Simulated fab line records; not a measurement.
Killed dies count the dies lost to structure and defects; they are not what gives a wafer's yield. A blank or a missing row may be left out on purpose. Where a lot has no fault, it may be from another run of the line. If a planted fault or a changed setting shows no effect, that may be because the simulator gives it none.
fab line records	flow gf180mcu
record lots=6	wafers=18	last-day=34
route steps=602 shown HV_LDD@200
lots with no fault: from the same line, run without faults
start-h: hours from the record's opening day to when the first of the lot's shown wafers began	wait-h: hours elapsed since this lot's preceding step	" identical to the entry in the row above	L1.1+2: one row covering several wafers at once	- either no value or no given start	* or withheld: withheld	< > ~ a bound
route shown NAME@n: a module of which the file shows steps, and the number in the route of the first	usual: mean/standard deviation taken from wafers without a fault	same: alike in all rows	chamber/n: place in a boat	sites: readings site by site	_std_site: the values' standard deviation	_edge_site: mean of outer sites minus mean of inner sites	radius-mm: for every site, how far away it sits from the centre of the wafer	mask NAME#n: copy n	behind: the most recent tool/chamber to have shaped the wafer	hold: what put the lot on hold/how long, in hours/how the hold closed	device: whichever transistor did not switch (one of n, p or np)	end of line: the route-end tests of the same wafers	a step without rows: its recipe alone	killed: at the first sort, the dies lost to defects and structure; wafer yield is something else	map: shows each die of a wafer: x if killed, . if not, _ if none is there
set.NAME: the run value of the setting; set.NAME@STEP: its run value at that earlier step	model.NAME: the simulator's own value behind a step, which no gauge read
certain route steps with their lots: each step a table, each wafer a row
services: when a tool's chamber went out of use (start-h, in hours from the record's first day, below 0 if earlier), for how many hours, and the reason
## steps
# step GF_HV_LDD_DEHYDRATE_24
# recipe temp-c=200	time-s=60
# step GF_HV_LDD_HMDS_25
# recipe prime-time-s=60	prime-temp-c=120
# step GF_HV_LDD_COAT_26
# recipe resist=NOVOLAK	spin-rpm=3000	resist-thk-nm=1000
# step GF_HV_LDD_SOFTBAKE_27
# recipe temp-c=90	time-s=60	resist=NOVOLAK
# step GF_HV_LDD_EXPOSE_28
# recipe mask-id=Nplus_HV_AREA	target-cd-nm=400	na=0.6	source-shape=conventional	sigma-outer=0.6	dose-mj=140
# step GF_HV_LDD_PEB_29
# recipe temp-c=withheld	time-s=*	resist=NOVOLAK
# step GF_HV_LDD_DEVELOP_30
# recipe develop-time-s=60	dev-temp-c=23
# step GF_HV_LDD_CD_MEAS_31
# recipe target-cd-nm=400
# usual cd-nm=400.2/2.5
lot.wafer	tool	chamber	start-h	wait-h	cd-nm
L541.1	cd-sem-02	-	285.89	0.1	400.4
L541.2	"	-	"	"	401.6
L541.3	"	-	"	"	400.3
L547.3	cd-sem-02	-	323.27	0.1	398.3
L547.4	"	-	"	"	399.9
L547.5	"	-	"	"	400.6
L548.3	cd-sem-01	-	331.05	0.1	399.4
L548.5	"	-	"	"	400.4
L548.6	"	-	"	"	400.6
L557.4	cd-sem-02	-	404.82	0.1	401.6
L557.5	"	-	"	"	402.8
L557.6	"	-	"	"	400.9
L558.2	cd-sem-01	-	406.40	0.1	398.2
L558.3	"	-	"	"	401.0
L558.6	"	-	"	"	399.8
L561.2	cd-sem-02	-	432.13	0.1	401.8
L561.3	"	-	"	"	402.2
L561.4	"	-	"	"	400.4
# step GF_HV_LDD_OVL_MEAS_32
# usual HV_LDD_02_OVL=0.2/1.4
lot.wafer	tool	chamber	start-h	wait-h	HV_LDD_02_OVL[nm]
L541.1	overlay-01	-	286.01	0.1	0.9
L541.2	"	-	"	"	0.1
L541.3	"	-	"	"	0.7
L547.3	overlay-02	-	323.37	0.1	2.3
L547.4	"	-	"	"	-0.3
L547.5	"	-	"	"	1.0
L548.3	overlay-02	-	331.15	0.1	0.9
L548.5	"	-	"	"	1.1
L548.6	"	-	"	"	1.5
L557.4	overlay-01	-	404.90	0.1	3.2
L557.5	"	-	"	"	2.7
L557.6	"	-	"	"	2.6
L558.2	overlay-02	-	406.51	0.1	-1.2
L558.3	"	-	"	"	-0.8
L558.6	"	-	"	"	1.7
L561.2	overlay-02	-	432.24	0.1	1.7
L561.3	"	-	"	"	1.7
L561.4	"	-	"	"	0.6
# step GF_HV_LDD_IMPLANT_33
# recipe species=P	energy-kev=60	dose-cm2=7.5e+12	tilt-deg=30	rotation-deg=0
# step GF_HV_LDD_IMPLANT_34
# recipe species=P	energy-kev=60	dose-cm2=7.5e+12	tilt-deg=30	rotation-deg=90
# step GF_HV_LDD_IMPLANT_35
# recipe species=P	energy-kev=60	dose-cm2=7.5e+12	tilt-deg=30	rotation-deg=180
# step GF_HV_LDD_IMPLANT_36
# recipe species=P	energy-kev=60	dose-cm2=7.5e+12	tilt-deg=30	rotation-deg=270
# usual beam-energy-keV=60.002/0.019	beam-on-s=10.00/0.21
lot.wafer	tool	chamber	start-h	wait-h	beam-energy-keV	beam-on-s
L541.1	implanter-03	0	286.49	0.1	60.008	10.17
L541.2	"	0	"	"	59.987	10.20
L541.3	"	0	"	"	60.003	9.48
L547.3	implanter-02	-	323.89	0.1	-	-
L547.4	"	-	"	"	-	-
L547.5	"	-	"	"	-	-
L548.3	implanter-03	-	331.67	0.1	-	-
L548.5	"	-	"	"	-	-
L548.6	"	-	"	"	-	-
L557.4	implanter-03	0	405.44	0.1	60.019	10.02
L557.5	"	0	"	"	60.002	9.98
L557.6	"	0	"	"	59.989	10.22
L558.2	implanter-02	0	407.01	0.1	59.977	10.28
L558.3	"	0	"	"	59.985	10.08
L558.6	"	0	"	"	60.002	9.90
L561.2	implanter-03	0	432.74	0.1	60.020	10.04
L561.3	"	0	"	"	59.983	10.19
L561.4	"	0	"	"	59.995	9.78
# step GF_HV_LDD_STRIP_37
# recipe chemistry=O2/N2	power-w=1400	pressure-mtorr=1500	platen-temp-c=250	o2-flow-sccm=3000	n2-flow-sccm=300	overash-fraction=0.5
# usual drypump-motor-current-A=6.0/0.4	heater-power-w=329/30	oes-product-au=0.716/0.0045	platen-temp-c=250.02/0.21	strip-time-to-endpoint-s=12.64/0.036
lot.wafer	tool	chamber	start-h	wait-h	drypump-motor-current-A	heater-power-w	oes-product-au	platen-temp-c	rf-hours-counter-h	strip-time-to-endpoint-s
L541.1	plasma-asher-04	0	286.64	0.1	5.6	294	0.708	249.89	64	12.68
L541.2	"	1	"	"	5.6	330	0.718	250.19	64	12.67
L541.3	"	0	"	"	5.7	286	0.716	250.15	-	12.68
L547.3	plasma-asher-04	1	324.02	0.1	5.6	338	0.713	249.77	-	12.59
L547.4	"	0	"	"	5.6	290	0.721	250.15	-	12.60
L547.5	"	0	"	"	5.6	289	0.709	250.07	-	12.54
L548.3	plasma-asher-04	1	331.80	0.1	5.5	322	0.717	249.84	-	12.67
L548.5	"	0	"	"	5.6	294	0.720	249.91	-	12.63
L548.6	"	1	"	"	5.5	340	0.712	249.79	-	12.63
L557.4	plasma-asher-02	1	405.55	0.1	6.2	356	0.720	249.63	-	12.62
L557.5	"	0	"	"	6.0	301	0.719	249.92	-	12.59
L557.6	"	1	"	"	6.2	361	0.713	250.00	-	12.67
L558.2	plasma-asher-02	0	407.14	0.1	6.0	294	0.707	250.32	65	12.60
L558.3	"	1	"	"	6.1	366	0.708	250.15	-	12.63
L558.6	"	0	"	"	6.0	295	0.716	250.07	-	12.65
L561.2	plasma-asher-01	0	432.87	0.1	6.5	357	0.714	250.24	32	12.62
L561.3	"	0	"	"	6.5	358	0.709	249.95	-	12.57
L561.4	"	1	"	"	6.5	341	0.715	250.08	-	12.60
# step GF_HV_LDD_TW_MEAS_38
# usual HV_LDD_3_TW=1439/7.2
lot.wafer	tool	chamber	start-h	wait-h	HV_LDD_3_TW
L541.1	film-metro-04	-	286.74	0.1	1439
L541.2	"	-	"	"	1445
L541.3	"	-	"	"	1433
L547.3	film-metro-03	-	324.11	0.1	1316
L547.4	"	-	"	"	1317
L547.5	"	-	"	"	1313
L548.3	film-metro-04	-	331.89	0.1	1310
L548.5	"	-	"	"	1316
L548.6	"	-	"	"	1315
L557.4	film-metro-01	-	405.65	0.1	1435
L557.5	"	-	"	"	1442
L557.6	"	-	"	"	1434
L558.2	film-metro-04	-	407.25	0.1	1444
L558.3	"	-	"	"	1443
L558.6	"	-	"	"	1439
L561.2	film-metro-04	-	432.98	0.1	1433
L561.3	"	-	"	"	1432
L561.4	"	-	"	"	1432
# step GF_HV_LDD_DEHYDRATE_39
# recipe temp-c=200	time-s=60
# step GF_HV_LDD_HMDS_40
# recipe prime-time-s=60	prime-temp-c=120
# step GF_HV_LDD_COAT_41
# recipe resist=NOVOLAK	spin-rpm=2963	resist-thk-nm=1000
# step GF_HV_LDD_SOFTBAKE_42
# recipe temp-c=90	time-s=60	resist=NOVOLAK
# step GF_HV_LDD_EXPOSE_43
# recipe mask-id=Pplus_HV_AREA	target-cd-nm=400	na=0.6	source-shape=conventional	sigma-outer=0.6	dose-mj=140
# step GF_HV_LDD_PEB_44
# recipe temp-c=withheld	time-s=*	resist=NOVOLAK
# step GF_HV_LDD_DEVELOP_45
# recipe develop-time-s=60	dev-temp-c=23
# step GF_HV_LDD_CD_MEAS_46
# recipe target-cd-nm=400
# usual cd-nm=399.0/2.5
lot.wafer	tool	chamber	start-h	wait-h	cd-nm
L541.1	cd-sem-02	-	305.91	0.1	397.3
L541.2	"	-	"	"	398.8
L541.3	"	-	"	"	398.2
L547.3	cd-sem-01	-	345.15	0.1	398.5
L547.4	"	-	"	"	398.9
L547.5	"	-	"	"	400.6
L548.3	cd-sem-01	-	352.95	0.1	400.1
L548.5	"	-	"	"	401.3
L548.6	"	-	"	"	402.7
L557.4	cd-sem-02	-	429.22	0.1	400.1
L557.5	"	-	"	"	401.2
L557.6	"	-	"	"	399.8
L558.2	cd-sem-02	-	431.33	0.1	400.3
L558.3	"	-	"	"	397.0
L558.6	"	-	"	"	398.0
L561.2	cd-sem-02	-	456.80	0.1	399.9
L561.3	"	-	"	"	401.3
L561.4	"	-	"	"	401.8
# step GF_HV_LDD_OVL_MEAS_47
# usual HV_LDD_03_OVL=-0.7/1.4
lot.wafer	tool	chamber	start-h	wait-h	HV_LDD_03_OVL[nm]
L541.1	overlay-02	-	306.03	0.1	-1.9
L541.2	"	-	"	"	0.7
L541.3	"	-	"	"	-0.3
L547.3	overlay-01	-	345.25	0.1	0.0
L547.4	"	-	"	"	-1.0
L547.5	"	-	"	"	0.1
L548.3	overlay-01	-	353.04	0.1	-0.6
L548.5	"	-	"	"	-0.2
L548.6	"	-	"	"	-1.0
L557.4	overlay-01	-	429.30	0.1	0.0
L557.5	"	-	"	"	1.5
L557.6	"	-	"	"	-0.1
L558.2	overlay-01	-	431.44	0.1	0.9
L558.3	"	-	"	"	-0.6
L558.6	"	-	"	"	1.9
L561.2	overlay-02	-	456.91	0.1	-0.4
L561.3	"	-	"	"	-0.8
L561.4	"	-	"	"	-1.4
# step GF_HV_LDD_IMPLANT_48
# recipe species=B	energy-kev=25	dose-cm2=3e+13	tilt-deg=7
# step GF_HV_LDD_STRIP_49
# recipe chemistry=O2/N2	power-w=1400	pressure-mtorr=1500	platen-temp-c=250	o2-flow-sccm=3000	n2-flow-sccm=300	overash-fraction=0.5
# usual drypump-motor-current-A=6.1/0.39	heater-power-w=335/29	oes-product-au=0.716/0.0046	platen-temp-c=249.99/0.17	strip-time-to-endpoint-s=12.71/0.039
lot.wafer	tool	chamber	start-h	wait-h	drypump-motor-current-A	heater-power-w	oes-product-au	platen-temp-c	rf-hours-counter-h	strip-time-to-endpoint-s
L541.1	plasma-asher-01	0	306.22	0.1	6.6	364	0.716	250.16	17	12.64
L541.2	"	1	"	"	6.5	350	0.712	250.14	17	12.66
L541.3	"	0	"	"	6.6	373	0.713	250.00	-	12.65
L547.3	plasma-asher-04	0	345.45	0.1	5.6	292	0.708	249.98	-	12.76
L547.4	"	1	"	"	5.6	339	0.710	249.76	-	12.75
L547.5	"	0	"	"	5.6	297	0.720	250.02	-	12.78
L548.3	plasma-asher-02	0	353.25	0.1	6.0	298	0.708	249.98	-	12.73
L548.5	"	1	"	"	6.2	361	0.716	249.81	-	12.70
L548.6	"	0	"	"	6.0	298	0.707	249.98	-	12.68
L557.4	plasma-asher-02	0	429.50	0.1	6.0	293	0.714	249.84	-	12.70
L557.5	"	1	"	"	6.2	363	0.716	250.05	-	12.73
L557.6	"	0	"	"	6.0	300	0.711	250.05	-	12.68
L558.2	plasma-asher-01	0	431.62	0.1	6.6	361	0.718	250.18	31	12.70
L558.3	"	1	"	"	6.5	351	0.711	250.37	-	12.69
L558.6	"	1	"	"	6.5	341	0.722	250.08	-	12.73
L561.2	plasma-asher-04	0	457.09	0.1	5.6	288	0.715	249.73	82	12.76
L561.3	"	0	"	"	5.6	287	0.709	249.67	-	12.73
L561.4	"	1	"	"	5.6	334	0.715	249.86	-	12.73
# step GF_HV_LDD_TW_MEAS_50
# usual HV_LDD_4_TW=571.1/2.6
lot.wafer	tool	chamber	start-h	wait-h	HV_LDD_4_TW
L541.1	film-metro-04	-	306.32	0.1	567.8
L541.2	"	-	"	"	569.3
L541.3	"	-	"	"	566.1
L547.3	film-metro-04	-	345.54	0.1	567.2
L547.4	"	-	"	"	567.4
L547.5	"	-	"	"	571.5
L548.3	film-metro-01	-	353.34	0.1	572.3
L548.5	"	-	"	"	570.3
L548.6	"	-	"	"	569.7
L557.4	film-metro-04	-	429.60	0.1	569.8
L557.5	"	-	"	"	571.4
L557.6	"	-	"	"	570.9
L558.2	film-metro-01	-	431.73	0.1	575.5
L558.3	"	-	"	"	574.4
L558.6	"	-	"	"	574.9
L561.2	film-metro-01	-	457.20	0.1	569.9
L561.3	"	-	"	"	567.7
L561.4	"	-	"	"	566.1
# step GF_HV_LDD_CLEAN_51
# recipe chemistry=SC1/SC2	mix=1:4:20	temp-c=70	time-s=150	dry=n2-spin
# step GF_HV_LDD_RTA_52
# recipe temp-c=1000	time-s=10	ambient=N2
# usual lamp-power-pct=32.8/0.37	wafer_temp_C_max=1004.0/0.73
lot.wafer	tool	chamber	start-h	wait-h	lamp-power-pct	wafer_temp_C_max
L541.1	rtp-anneal-02	0	306.43	0.0	33.0	1004.0
L541.2	"	0	"	"	33.0	1003.5
L541.3	"	0	"	"	33.1	1003.4
L547.3	rtp-anneal-02	0	345.65	0.0	33.0	1003.0
L547.4	"	0	"	"	33.0	1004.8
L547.5	"	0	"	"	33.0	1003.9
L548.3	rtp-anneal-02	0	353.45	0.0	33.0	1003.4
L548.5	"	0	"	"	33.0	1004.9
L548.6	"	0	"	"	33.1	1003.6
L557.4	rtp-anneal-02	0	429.71	0.0	33.0	1004.1
L557.5	"	0	"	"	33.1	1003.7
L557.6	"	0	"	"	33.0	1003.7
L558.2	rtp-anneal-01	0	431.89	0.0	32.2	1006.0
L558.3	"	0	"	"	32.2	1004.9
L558.6	"	0	"	"	32.2	1003.8
L561.2	rtp-anneal-01	0	457.31	0.0	32.2	1003.9
L561.3	"	0	"	"	32.2	1004.4
L561.4	"	0	"	"	32.2	1004.3
# step GF_HV_LDD_RS_MEAS_53
# recipe thk-meas-gauge=four-point-probe
# usual HV_LDD_RS=418.6/1
lot.wafer	tool	chamber	start-h	wait-h	HV_LDD_RS[ohm/sq]
L541.1	film-metro-01	-	306.50	0.1	420.0
L541.2	"	-	"	"	421.0
L541.3	"	-	"	"	420.9
L547.3	film-metro-01	-	345.74	0.1	441.8
L547.4	"	-	"	"	440.1
L547.5	"	-	"	"	441.5
L548.3	film-metro-01	-	353.53	0.1	439.7
L548.5	"	-	"	"	439.6
L548.6	"	-	"	"	439.6
L557.4	film-metro-04	-	429.81	0.1	419.4
L557.5	"	-	"	"	420.6
L557.6	"	-	"	"	417.0
L558.2	film-metro-04	-	431.97	0.1	417.6
L558.3	"	-	"	"	418.0
L558.6	"	-	"	"	418.1
L561.2	film-metro-04	-	457.38	0.1	419.2
L561.3	"	-	"	"	419.4
L561.4	"	-	"	"	418.4
# step GF_HV_LDD_CVD_54
# recipe material=SiO2	target-thk-nm=10	precursor=TEOS	temp-c=680	time-s=75	pressure-mtorr=400
## services
tool	chamber	start-h	hours	kind
plasma-asher-02	-	300.09	7.6	repair
implanter-03	-	335.59	1.6	repair
rtp-anneal-01	-	381.33	3.1	pm
implanter-02	-	386.10	8.2	repair
plasma-asher-04	-	402.74	3.0	repair
## key
first-sign step=GF_HV_LDD_IMPLANT_36	reading=tool-record	direction=missing
effect step=GF_HV_LDD_TW_MEAS_38	reading=HV_LDD_3_TW	direction=down	sigmas=17	usual=1439	struck=1315
effect step=GF_HV_LDD_RS_MEAS_53	reading=HV_LDD_RS	direction=up	sigmas=21	usual=418.6	struck=440.4
met-at GF_HV_LDD_IMPLANT_36
struck-wafers L547.3,L547.4,L547.5,L548.3,L548.5,L548.6
later-rows-left-out L547.3,L547.4,L547.5,L548.3,L548.5,L548.6
sort-left-out L547.3,L547.4,L547.5,L548.3,L548.5,L548.6
tester-left-out L547,L548
onset-between 286.49 323.89
fault kind=skipped-step-whole	tool=implanter-02,implanter-03	chamber=-	onset-h=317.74	steps=GF_HV_LDD_IMPLANT_36	scope=struck-lots-only
# tester-left-out: of these lots the tester's yield and bins aren't shown, on N5 and GAA mostly nor the transistor test; their killed dies are dies lost to structure and defects alone, not to doping, threshold or leakage, so they don't give the yield
# sort-left-out: the simulated sort isn't trusted on such a fault, so these wafers' sort isn't shown, and their yield isn't known
# later-rows-left-out: the simulator's readings of these wafers behind a module that went badly wrong aren't trusted and aren't shown, but for the sort
